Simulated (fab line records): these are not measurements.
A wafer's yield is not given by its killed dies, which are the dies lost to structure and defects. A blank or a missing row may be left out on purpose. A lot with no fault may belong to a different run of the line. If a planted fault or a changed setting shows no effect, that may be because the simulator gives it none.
Code-filled problem report in 8D (eight disciplines) form | flow gf180mcu | the parts of the form that need people (team, actions taken, sign-off) are left out

## 1. THE PROBLEM
Wafers free of any fault read 46.15 ohm/sq (standard deviation 0.082) for NSD_RS at GF_PSD_RS_MEAS_14, against a mean of 50.14 ohm/sq on 9 wafers of 3 lots. That puts it +49 standard deviations away from the usual mean.
The step: measures by four-point-probe.
The first sign was on wafer L800.1 at day 18 17:10, on film_metro-01. Wafers with a number at this step in the record: 36, from 12 lots. By rule, "out" or "out of limits" means more than 4 standard deviations away from the usual mean. All remaining wafers that have a number are taken as sound.

## 2. WHAT IT IS AND WHAT IT IS NOT
question                    | is                           | is not
which readings at this step | NSD_RS                       | -
which lots                  | L800, L801, L803             | L789, L791, L794, L795, L796, L797, L799, L807, L810
which wafers of those lots  | all that have a number       | -
read on which gauges        | film_metro-01, film_metro-04 | film_metro-03
when                        | from day 18 17:10            | up to then (21 sound wafers); but 6 sound wafers of L807, L810 came after

## 3. SUSPECTS, AND WHAT RULES EACH OUT
Counting: a tool at any process step up to the reading remains a suspect when it ran all the lots that are out and ran no sound lot after the first of those.
- the gauge at GF_PSD_RS_MEAS_14 has been ruled out. Those wafers that are out were read across 2 gauges (film_metro-01, film_metro-04).
- implanter-01 at GF_NSD_IMPLANT_10: kept. It processed each lot that is out, first L800 at day 17 17:16, and no sound lot thereafter; up to then, the last sound lot it processed was L799 at day 17 12:25. Its own readings are out on those wafers: dose_ions_cm2, faraday_current_uA.
The count leaves implanter-01 at GF_NSD_IMPLANT_10.

## 4. THE CAUSE (what the simulator had put in)
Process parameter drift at GF_NSD_IMPLANT_10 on implanter-01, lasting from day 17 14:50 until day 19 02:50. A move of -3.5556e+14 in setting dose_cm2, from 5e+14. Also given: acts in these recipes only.
After counting, this tool was the only one left.

## 5. SEQUENCE OF EFFECTS, ordered by route
Each row: a reading whose mean over the struck wafers that have a number lies more than 3 standard deviations from the usual. Only readings for which the record gives a usual standard deviation are gone through. hours: the time from each lot's start at the first step in this table that gives one to its start at this step, as a median over the lots. sigmas: the change in usual standard deviations.
hours | step              | reading                   | usual        | on struck wafers | change     | sigmas
0     | GF_NSD_IMPLANT_10 | dose_ions_cm2             | 5.001e+14    | 1.449e+14        | -3.552e+14 | -99 or more
0     | GF_NSD_IMPLANT_10 | end_station_pressure_torr | 7.2e-06 Torr | 5.6e-06          | -1.6e-06   | -4.5
0     | GF_NSD_IMPLANT_10 | faraday_current_uA        | 2784         | 799              | -1985      | -33
0     | GF_NSD_STRIP_11   | strip_time_to_endpoint_s  | 22.95 s      | 22.56            | -0.39      | -10
24    | GF_PSD_RS_MEAS_14 | NSD_RS                    | 46.15 ohm/sq | 50.14            | +3.99      | +49
It contains these process steps:
- GF_NSD_IMPLANT_10
- GF_NSD_STRIP_11: strips in O2/N2.

## 6. WHAT WOULD HAVE CAUGHT IT SOONER
Counted from the fault's start at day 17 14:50, it took 26 hours until the first out-of-limits reading at a measuring or inspecting step in this record, taken at day 18 17:10.
At GF_NSD_IMPLANT_10, the tool's own readings (dose_ions_cm2, faraday_current_uA) were out on each struck wafer the step has a row for, so an alarm limit on them would have fired on the first such wafer.
Lots out: 3; of these, L803 started GF_NSD_IMPLANT_10 on implanter-01 after day 18 17:10. Had the tool been put on hold then, it would have been spared.
